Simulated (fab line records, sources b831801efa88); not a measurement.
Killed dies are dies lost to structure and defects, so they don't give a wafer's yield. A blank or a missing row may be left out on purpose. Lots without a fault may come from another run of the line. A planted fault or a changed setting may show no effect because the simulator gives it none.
Which tool did it? | flow sky130 | 10 lots, 30 wafers sampled, at 2 steps of a route of 708

WHAT THE GAUGES READ, wafer by wafer
SKY_POLY_GATE_THK_MEAS_04.
lot  | measured     | on            | POLY_GATE_CVD_03_THK (nm)
L365 | day 15 05:11 | film_metro-03 | 75.2 74.5 75.0
L366 | day 15 16:14 | film_metro-02 | 75.5 75.7 76.0
L368 | day 16 11:03 | film_metro-03 | 75.8 75.6 75.1
L369 | day 17 02:25 | film_metro-02 | 74.1 73.9 74.1
L370 | day 17 02:25 | film_metro-01 | 74.9 74.7 75.1
L372 | day 17 18:10 | film_metro-02 | 74.4 74.0 74.2
L374 | day 18 13:04 | film_metro-02 | 75.6 75.7 75.9
L380 | day 20 17:47 | film_metro-02 | 75.3 74.9 75.7
L381 | day 21 08:14 | film_metro-03 | 80.0 79.9 79.6 79.8 80.0 79.5
L384 | day 22 00:26 | film_metro-03 | 74.8 75.5 75.6

WHICH TOOL RAN EACH LOT (tool, then ch and the chambers of the sampled wafers, then the start)
lot  | SKY_POLY_GATE_CVD_03
L365 | lpcvd-02 ch 0, day 15 03:50
L366 | lpcvd-02 ch 1, day 15 14:52
L368 | lpcvd-02 ch 0, day 16 09:41
L369 | lpcvd-02 ch 1, day 17 01:03
L370 | lpcvd-02 ch 1, day 17 01:03
L372 | lpcvd-02 ch 0, day 17 16:48
L374 | lpcvd-02 ch 1, day 18 11:42
L380 | lpcvd-02 ch 0, day 20 16:25
L381 | lpcvd-02 ch 0, day 21 06:53
L384 | lpcvd-02 ch 1, day 21 23:04
- SKY_POLY_GATE_CVD_03: deposits Si3N4 from DCS/NH3, target thk 75 nm, time 1290 s.

THE ANSWER, worked out from the rows above alone
Rule: what is usual is taken from the lots themselves. Put in order of their means at a reading, lots are off if they are a third of the lots or fewer, leave a main group of 4 or more, and stand apart from it by a gap of 3 or more times the standard deviation of the main group's means; of several such gaps the widest counts. A main group whose means are all the same, to the digits that the tables above print for the reading, isn't used. A lot without any number at a reading at which 4 lots or more have one is off too. The other lots that the step has rows for count as sound.
Off: L381, at SKY_POLY_GATE_THK_MEAS_04 (POLY_GATE_CVD_03_THK). The main group: mean 75.1 nm, standard deviation 0.58.
A tool fits if, at a process step before that reading, it ran every lot that is off, and no sound lot after the first of them. The gauges at SKY_POLY_GATE_THK_MEAS_04 are tried like those tools. None of those tried fits.

WHAT THE SIMULATOR HAD PUT IN
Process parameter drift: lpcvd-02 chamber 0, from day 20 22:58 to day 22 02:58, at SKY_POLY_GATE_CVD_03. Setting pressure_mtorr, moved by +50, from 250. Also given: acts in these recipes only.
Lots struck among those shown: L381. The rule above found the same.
